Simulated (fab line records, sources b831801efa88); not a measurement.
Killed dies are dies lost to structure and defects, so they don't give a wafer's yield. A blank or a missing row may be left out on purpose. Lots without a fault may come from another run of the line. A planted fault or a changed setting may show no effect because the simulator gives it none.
Which tool did it? | flow gf180mcu | 7 lots, 21 wafers sampled, at 1 step of a route of 602

WHAT THE GAUGES READ, wafer by wafer
GF_HV_LDD_OVL_MEAS_08.
lot  | measured     | on         | HV_LDD_OVL (nm)
L531 | day 10 07:02 | overlay-01 | 0.5 -0.5 0.9
L535 | day 11 19:22 | overlay-01 | 0.2 0.3 -0.7
L537 | day 12 10:13 | overlay-02 | -1.2 1.2 -3.5
L540 | day 13 11:01 | overlay-01 | -0.4 0.0 -1.3
L542 | day 14 06:53 | overlay-02 | -2.1 -1.2 0.9
L550 | day 16 03:29 | overlay-02 | -1.0 -4.0 -2.5
L552 | day 16 18:44 | overlay-02 | -0.4 -1.1 -0.8

WHICH TOOL RAN EACH LOT (tool, then ch and the chambers of the sampled wafers, then the start)
The record holds no process step before these readings.

THE ANSWER, worked out from the rows above alone
Rule: what is usual is taken from the lots themselves. Put in order of their means at a reading, lots are off if they are a third of the lots or fewer, leave a main group of 4 or more, and stand apart from it by a gap of 3 or more times the standard deviation of the main group's means; of several such gaps the widest counts. A main group whose means are all the same, to the digits that the tables above print for the reading, isn't used. A lot without any number at a reading at which 4 lots or more have one is off too. The other lots that the step has rows for count as sound.
No lot is off at any reading shown: from this, nothing can be told.

WHAT THE SIMULATOR HAD PUT IN
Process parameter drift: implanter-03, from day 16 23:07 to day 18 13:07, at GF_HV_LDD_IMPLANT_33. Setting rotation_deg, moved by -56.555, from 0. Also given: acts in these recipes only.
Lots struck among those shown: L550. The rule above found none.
